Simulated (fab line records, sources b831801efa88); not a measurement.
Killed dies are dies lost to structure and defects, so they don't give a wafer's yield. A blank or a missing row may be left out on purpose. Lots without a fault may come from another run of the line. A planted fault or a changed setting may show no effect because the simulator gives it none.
fab line records | flow gf180mcu
record lots=14 wafers=42 last_day=33
route steps=602 shown DNWELL@37 MVSD@77 VT_IMPLANT@99 HV_LDD@199
lots that met no fault: from a run of the same line without faults
start_h: hours from the record's first day to the start of the lot's first wafer shown | wait_h: hours since the lot's step before | " the same as in the row above | L1.1+2: a row that stands for several wafers | - no value, or no start given | * or withheld: withheld | < > ~ a bound
route shown NAME@n: a module of which the file shows steps, and the number in the route of the first | usual: mean/standard deviation of fault-free wafers | same: alike in all rows | chamber/n: place in a boat | sites: the reading at each site | _std_site: their standard deviation | _edge_site: outer sites' mean less inner sites' | radius_mm: how far each site lies from the wafer's centre | mask NAME#n: copy n | behind: the tool/chamber that last shaped the wafer | hold: why the lot was held/for how many hours/how that ended | device: the transistor (n, p or np) that didn't switch | end of line: the same wafers' tests at the end of the route | a step without rows: its recipe alone | killed: dies lost to structure and defects at the first sort, not the wafer's yield | map: a wafer's dies, x killed, . not, _ none there
set.NAME: the setting as run; set.NAME@STEP: as run at that earlier step | model.NAME: the simulator's own value behind a step, which no gauge read
steps of the route over a sample of lots; a table a step, a row a wafer
services: from which hour (start_h, from the record's first day; less than 0 if before it) a tool's chamber was out of use, for how many hours, and why
## steps
# step GF_DNWELL_PEB_05
# recipe temp_c=115 time_s=withheld
# usual chill_plate_temp_C=23.01/0.12 exhaust_pa=44.9/0.77
# columns lot.wafer tool chamber start_h wait_h chill_plate_temp_C exhaust_pa
L491.1 litho_track-02 0 42 - 22.95 45.3
L491.4 " 0 " " 23.21 45.5
L491.6 " 0 " " 23.07 45.6
L492.1 litho_track-02 0 48 - 23.02 44.8
L492.2 " 0 " " 23.03 44.4
L492.4 " 0 " " 23.10 44.3
L494.4 litho_track-02 0 59 - 22.83 44.6
L494.5 " 0 " " 22.96 45.2
L494.6 " 0 " " 22.89 44.1
L495.1 litho_track-03 0 65 - 23.03 46.0
L495.4 " 0 " " 23.02 46.2
L495.5 " 0 " " 22.94 45.8
L496.1 litho_track-03 0 70 - 23.01 44.2
L496.2 " 0 " " 23.03 45.1
L496.3 " 0 " " 22.95 45.0
L498.1 litho_track-03 0 79 - 23.10 45.0
L498.2 " 0 " " 23.12 45.2
L498.3 " 0 " " 23.05 45.1
L499.2 litho_track-03 0 84 - 23.06 44.6
L499.4 " 0 " " 22.81 44.1
L499.6 " 0 " " 22.92 44.0
L500.1 litho_track-03 - 88 - - -
L500.2 " - " " - -
L500.3 " - " " - -
L501.1 litho_track-03 - 96 - - -
L501.5 " - " " - -
L501.6 " - " " - -
L502.1 litho_track-02 0 100 - 23.12 45.2
L502.3 " 0 " " 23.09 45.8
L502.5 " 0 " " 23.06 46.7
L504.2 litho_track-03 0 111 - 22.80 45.3
L504.3 " 0 " " 22.85 45.0
L504.5 " 0 " " 22.91 44.5
L508.4 litho_track-01 0 132 - 23.04 44.2
L508.5 " 0 " " 22.96 43.7
L508.6 " 0 " " 23.15 45.4
L511.1 litho_track-03 0 147 - 22.94 44.5
L511.5 " 0 " " 22.93 45.1
L511.6 " 0 " " 22.98 45.4
L512.4 litho_track-02 0 154 - 22.99 44.6
L512.5 " 0 " " 23.04 44.9
L512.6 " 0 " " 22.96 44.9
# step GF_MVSD_TW_MEAS_11
# usual MVSD_TW=1573/13
# columns lot.wafer tool chamber start_h wait_h MVSD_TW
L491.1 film_metro-01 - 82.58 0.1 1585
L491.4 " - " " 1584
L491.6 " - " " 1590
L492.1 film_metro-03 - 88.83 0.1 1581
L492.2 " - " " 1581
L492.4 " - " " 1577
L494.4 film_metro-03 - 101.76 0.1 1565
L494.5 " - " " 1563
L494.6 " - " " 1563
L495.1 film_metro-02 - 107.69 0.1 1576
L495.4 " - " " 1572
L495.5 " - " " 1573
L496.1 film_metro-01 - 113.20 0.1 1591
L496.2 " - " " 1596
L496.3 " - " " 1596
L498.1 film_metro-03 - 124.05 0.1 1571
L498.2 " - " " 1575
L498.3 " - " " 1576
L499.2 film_metro-02 - 128.11 0.1 1566
L499.4 " - " " 1562
L499.6 " - " " 1570
L500.1 film_metro-02 - 133.00 0.1 1568
L500.2 " - " " 1569
L500.3 " - " " 1562
L501.1 film_metro-02 - 142.31 0.1 1560
L501.5 " - " " 1566
L501.6 " - " " 1558
L502.1 film_metro-01 - 146.50 0.1 1583
L502.3 " - " " 1598
L502.5 " - " " 1578
L504.2 film_metro-01 - 157.71 0.1 1579
L504.3 " - " " 1585
L504.5 " - " " 1586
L508.4 film_metro-02 - 181.45 0.1 1558
L508.5 " - " " 1559
L508.6 " - " " 1562
L511.1 film_metro-01 - 198.08 0.1 1578
L511.5 " - " " 1578
L511.6 " - " " 1574
L512.4 film_metro-02 - 206.20 0.1 1554
L512.5 " - " " 1560
L512.6 " - " " 1557
# step GF_VT_IMPLANT_STRIP_09
# recipe chemistry=O2/N2 power_w=1400 pressure_mtorr=1500 platen_temp_c=250 o2_flow_sccm=3000 n2_flow_sccm=300 overash_fraction=0.5
# usual drypump_motor_current_A=5.81/0.14 heater_power_w=344/14 oes_product_au=0.716/0.0043 strip_time_to_endpoint_s=12.64/0.034
# columns lot.wafer tool chamber start_h wait_h drypump_motor_current_A heater_power_w oes_product_au rf_hours_counter_h strip_time_to_endpoint_s
L491.1 plasma_asher-03 0 111.09 0.1 6.10 328 0.720 30 12.66
L491.4 " 1 " " 5.83 340 0.715 - 12.64
L491.6 " 1 " " 5.84 352 0.717 - 12.64
L492.1 plasma_asher-04 0 117.29 0.1 5.83 353 0.712 48 12.65
L492.2 " 1 " " 5.62 332 0.712 48 12.67
L492.4 " 1 " " 5.63 332 0.727 - 12.62
L494.4 plasma_asher-04 0 131.92 0.1 5.87 362 0.711 - 12.61
L494.5 " 1 " " 5.63 334 0.716 - 12.60
L494.6 " 0 " " 5.86 359 0.720 - 12.61
L495.1 plasma_asher-04 1 137.03 0.1 5.65 339 0.713 50 12.68
L495.4 " 1 " " 5.62 327 0.715 - 12.67
L495.5 " 0 " " 5.87 349 0.712 - 12.63
L496.1 plasma_asher-04 1 143.73 0.1 5.65 335 0.708 50 12.63
L496.2 " 0 " " 5.87 366 0.712 50 12.65
L496.3 " 1 " " 5.63 334 0.712 - 12.63
L498.1 plasma_asher-04 1 154.98 0.1 5.63 322 0.717 52 12.67
L498.2 " 0 " " 5.87 358 0.715 52 12.65
L498.3 " 1 " " 5.65 325 0.714 - 12.65
L499.2 plasma_asher-04 1 158.75 0.1 5.66 332 0.719 52 12.61
L499.4 " 1 " " 5.61 325 0.713 - 12.65
L499.6 " 1 " " 5.65 341 0.719 - 12.61
L500.1 plasma_asher-03 0 164.65 0.1 6.09 333 0.712 36 12.61
L500.2 " 1 " " 5.85 355 0.715 36 12.61
L500.3 " 0 " " 6.08 321 0.714 - 12.61
L501.1 plasma_asher-01 0 173.53 0.1 5.75 359 0.705 6 12.67
L501.5 " 1 " " 5.74 343 0.716 - 12.67
L501.6 " 0 " " 5.76 351 0.723 - 12.67
L502.1 plasma_asher-01 0 178.88 0.1 5.75 340 0.714 7 12.60
L502.3 " 1 " " 5.76 337 0.714 - 12.64
L502.5 " 0 " " 5.75 353 0.714 - 12.64
L504.2 plasma_asher-03 0 190.58 0.1 6.10 319 0.718 39 12.64
L504.3 " 1 " " 5.84 355 0.717 - 12.68
L504.5 " 1 " " 5.87 353 0.712 - 12.63
L508.4 plasma_asher-04 0 215.57 0.1 5.85 369 0.720 - 12.62
L508.5 " 1 " " 5.65 329 0.713 - 12.61
L508.6 " 0 " " 5.85 352 0.713 - 12.60
L511.1 plasma_asher-03 0 231.53 0.1 6.11 332 0.713 43 12.67
L511.5 " 0 " " 6.12 326 0.719 - 12.67
L511.6 " 1 " " 5.87 347 0.723 - 12.68
L512.4 plasma_asher-01 1 240.22 0.1 5.74 345 0.721 - 12.67
L512.5 " 0 " " 5.73 351 0.716 - 12.65
L512.6 " 1 " " 5.75 330 0.714 - 12.68
# step GF_HV_LDD_TW_MEAS_23
# usual HV_LDD_2_TW=1044/6.5
# columns lot.wafer tool chamber start_h wait_h HV_LDD_2_TW
L491.1 film_metro-02 - 237.59 0.1 1045
L491.4 " - " " 1047
L491.6 " - " " 1039
L492.1 film_metro-02 - 245.49 0.1 1034
L492.2 " - " " 1035
L492.4 " - " " 1035
L494.4 film_metro-01 - 262.37 0.1 1058
L494.5 " - " " 1052
L494.6 " - " " 1062
L495.1 film_metro-03 - 273.20 0.1 1044
L495.4 " - " " 1043
L495.5 " - " " 1050
L496.1 film_metro-01 - 283.45 0.1 1061
L496.2 " - " " 1062
L496.3 " - " " 1063
L500.1 film_metro-01 - 309.14 0.1 1049
L500.2 " - " " 1046
L500.3 " - " " 1047
L498.1 film_metro-01 - 309.44 0.1 1047
L498.2 " - " " 1046
L498.3 " - " " 1040
L499.2 film_metro-03 - 309.75 0.1 1050
L499.4 " - " " 1049
L499.6 " - " " 1049
L501.1 film_metro-02 - 326.09 0.1 1041
L501.5 " - " " 1039
L501.6 " - " " 1042
L502.1 film_metro-01 - 328.25 0.1 1041
L502.3 " - " " 1042
L502.5 " - " " 1040
L504.2 film_metro-01 - 337.81 0.1 1050
L504.3 " - " " 1045
L504.5 " - " " 1046
L508.4 film_metro-02 - 354.72 0.1 1042
L508.5 " - " " 1036
L508.6 " - " " 1042
L511.1 film_metro-01 - 375.00 0.1 1042
L511.5 " - " " 1039
L511.6 " - " " 1040
L512.4 film_metro-01 - 386.18 0.1 1035
L512.5 " - " " 1040
L512.6 " - " " 1044
## services
# columns tool chamber start_h hours kind
plasma_asher-01 - 108.75 9.0 pm
plasma_asher-01 0 108.75 9.0 vent_cycle
plasma_asher-01 1 108.75 9.0 vent_cycle
plasma_asher-01 0 117.75 - clean
plasma_asher-01 1 117.75 - clean
plasma_asher-03 - 118.45 1.6 repair
## key
first_sign step=GF_DNWELL_PEB_05 reading=tool_record direction=missing
effect none on later readings
met_at GF_DNWELL_PEB_05
struck_lots L500,L501
sort_left_out L500.1,L500.2,L500.3,L501.1,L501.5,L501.6
tester_left_out L500,L501
not_acting_at GF_MVSD_TW_MEAS_11,GF_VT_IMPLANT_STRIP_09,GF_HV_LDD_TW_MEAS_23
onset_between 84 88
fault kind=skipped_step_whole tool=litho_track-03 chamber=- onset_h=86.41 steps=GF_DNWELL_PEB_05 scope=struck_lots_only
# tester_left_out: of these lots the tester's yield and bins aren't shown, on N5 and GAA mostly nor the transistor test; their killed dies are dies lost to structure and defects alone, not to doping, threshold or leakage, so they don't give the yield
# sort_left_out: the simulated sort isn't trusted on such a fault, so these wafers' sort isn't shown, and their yield isn't known
